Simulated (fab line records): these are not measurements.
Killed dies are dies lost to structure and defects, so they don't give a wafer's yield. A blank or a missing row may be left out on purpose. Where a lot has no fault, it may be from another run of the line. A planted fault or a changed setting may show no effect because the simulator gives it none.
The tool behind it: which one? + flow gf180mcu + 42 wafers from 14 lots sampled at 3 of the route's 602 steps

== WHAT THE GAUGES SHOWED, per wafer ==
GF_STI_THK_MEAS_22.
| lot  | measured    | on            | STI_OXIDATION_01_THK (nm) |
|------|-------------|---------------|---------------------------|
| L895 | day 2 05:36 | film metro-02 | 14.9 14.9 14.8            |
| L897 | day 2 13:38 | film metro-04 | 14.9 15.1 15.3            |
| L899 | day 2 23:38 | film metro-02 | 14.7 14.8 15.0            |
| L900 | day 3 04:40 | film metro-03 | 15.3 15.2 15.2            |
| L903 | day 3 20:47 | film metro-02 | 15.2 15.1 15.1            |
| L904 | day 4 01:57 | film metro-03 | 14.6 14.8 14.8            |
| L905 | day 4 08:11 | film metro-02 | 15.1 15.2 15.0            |
| L906 | day 4 11:59 | film metro-03 | 14.9 15.0 14.9            |
| L907 | day 4 17:14 | film metro-03 | 14.7 14.6 14.6            |
| L908 | day 5 00:26 | film metro-02 | 14.7 14.9 14.4            |
| L909 | day 5 04:22 | film metro-02 | 14.9 14.9 14.5            |
| L910 | day 5 08:25 | film metro-03 | 15.6 15.6 15.6            |
| L911 | day 5 13:41 | film metro-03 | 15.3 15.0 15.0            |
| L918 | day 7 04:01 | film metro-03 | 15.2 15.1 15.1            |

GF_LVPWELL_OVL_MEAS_07.
| lot  | measured    | on         | LVPWELL_OVL (nm) |
|------|-------------|------------|------------------|
| L895 | day 3 22:32 | overlay-01 | -0.8 -2.2 0.6    |
| L897 | day 4 08:03 | overlay-01 | -1.6 -0.8 -0.3   |
| L899 | day 4 18:29 | overlay-01 | -1.7 0.3 -0.6    |
| L900 | day 4 22:56 | overlay-01 | -1.4 -4.0 -3.8   |
| L903 | day 5 16:26 | overlay-01 | -1.2 -2.5 -1.3   |
| L904 | day 5 22:23 | overlay-01 | 0.0 1.1 -0.7     |
| L905 | day 6 06:33 | overlay-02 | -3.0 -0.7 -1.4   |
| L906 | day 6 09:54 | overlay-01 | -1.0 -3.3 -3.4   |
| L907 | day 6 16:35 | overlay-02 | -0.9 -1.0 -1.9   |
| L908 | day 7 00:50 | overlay-02 | -2.3 0.9 0.5     |
| L909 | day 7 03:44 | overlay-02 | -1.8 -2.2 -2.3   |
| L910 | day 7 10:47 | overlay-02 | -1.7 -1.5 -2.7   |
| L911 | day 7 14:36 | overlay-01 | 1.4 0.2 -0.9     |
| L918 | day 9 07:09 | overlay-02 | 0.5 1.7 0.1      |

== WHICH TOOL RAN EACH LOT (tool, then ch and the chambers of the sampled wafers, then the start) ==
| lot  | GF_STI_WET_ETCH_28             |
|------|--------------------------------|
| L895 | wet bench-01 ch 2, day 2 06:40 |
| L897 | wet bench-02 ch 2, day 2 14:45 |
| L899 | wet bench-01 ch 2, day 3 00:43 |
| L900 | wet bench-01 ch 2, day 3 05:43 |
| L903 | wet bench-03 ch 0, day 3 21:52 |
| L904 | wet bench-02 ch 1, day 4 03:01 |
| L905 | wet bench-03 ch 2, day 4 09:16 |
| L906 | wet bench-01 ch 2, day 4 13:02 |
| L907 | wet bench-03 ch 3, day 4 18:19 |
| L908 | wet bench-01 ch 2, day 5 01:30 |
| L909 | wet bench-01 ch 1, day 5 05:26 |
| L910 | wet bench-01 ch 1, day 5 09:32 |
| L911 | wet bench-02 ch 0, day 5 14:45 |
| L918 | wet bench-03 ch 1, day 7 05:05 |
- GF_STI_WET_ETCH_28: etches SiO2 in dHF, target depth 20 nm, time 40 s.

== WHAT THE TOOLS THEMSELVES READ (means of the sampled wafers that have a number; where no wafer has one, the mark that the record gives instead) ==
GF_STI_WET_ETCH_28.
| lot  | tool         | run length s (s) |
|------|--------------|------------------|
| L895 | wet bench-01 | 65.0             |
| L897 | wet bench-02 | 67.2             |
| L899 | wet bench-01 | 65.5             |
| L900 | wet bench-01 | 64.5             |
| L903 | wet bench-03 | 68.0             |
| L904 | wet bench-02 | 65.3             |
| L905 | wet bench-03 | 66.5             |
| L906 | wet bench-01 | 65.1             |
| L907 | wet bench-03 | 65.3             |
| L908 | wet bench-01 | 64.9             |
| L909 | wet bench-01 | 41.8             |
| L910 | wet bench-01 | 43.9             |
| L911 | wet bench-02 | 73.6             |
| L918 | wet bench-03 | 66.7             |

== THE ANSWER, worked out from the rows above alone ==
Rule: the lots themselves supply what counts as usual. Put in order of their means at a reading, lots are off if they are a third of the lots or fewer, leave a main group of 4 or more, and stand apart from it by a gap of 3 or more times the standard deviation of the main group's means; of several such gaps the widest counts. The tables above print the reading to a certain number of digits; a main group whose means all agree to those digits is not used. A lot without any number at a reading at which 4 lots or more have one is off too. Any other lot the step has rows for is counted as sound. After the gauges, taken in route order, come the tools' own readings; for these a lot's mean is taken, as printed above. At the first step where some lot is off, the reading lying furthest off is the one used; lots without a number count as furthest.
Off: L909, L910, at GF_STI_WET_ETCH_28 (run length s). The main group has a mean of 66.5 s with a standard deviation of 2.4.
A tool fits if, at that step or a process step before it, it ran every lot that is off, and no sound lot after the first of them. One candidate fits, namely wet bench-01 at GF_STI_WET_ETCH_28. A fault onset in the window from L908 (day 5 01:30, its last sound lot) to L909 (day 5 05:26, its first lot off) fits.
On the lots that are off, the tool's own readings at GF_STI_WET_ETCH_28 differ by more than 5 times the standard deviation of the sound lots' means, which bears it out; run length s reads 42.8 s there versus 66.5 s on the sound lots.

== WHAT WAS PUT IN BY THE SIMULATOR ==
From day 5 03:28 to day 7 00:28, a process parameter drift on wet bench-01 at GF_STI_WET_ETCH_28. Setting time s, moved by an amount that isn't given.
Lots struck among those shown: L909, L910. Same finding as the rule above.
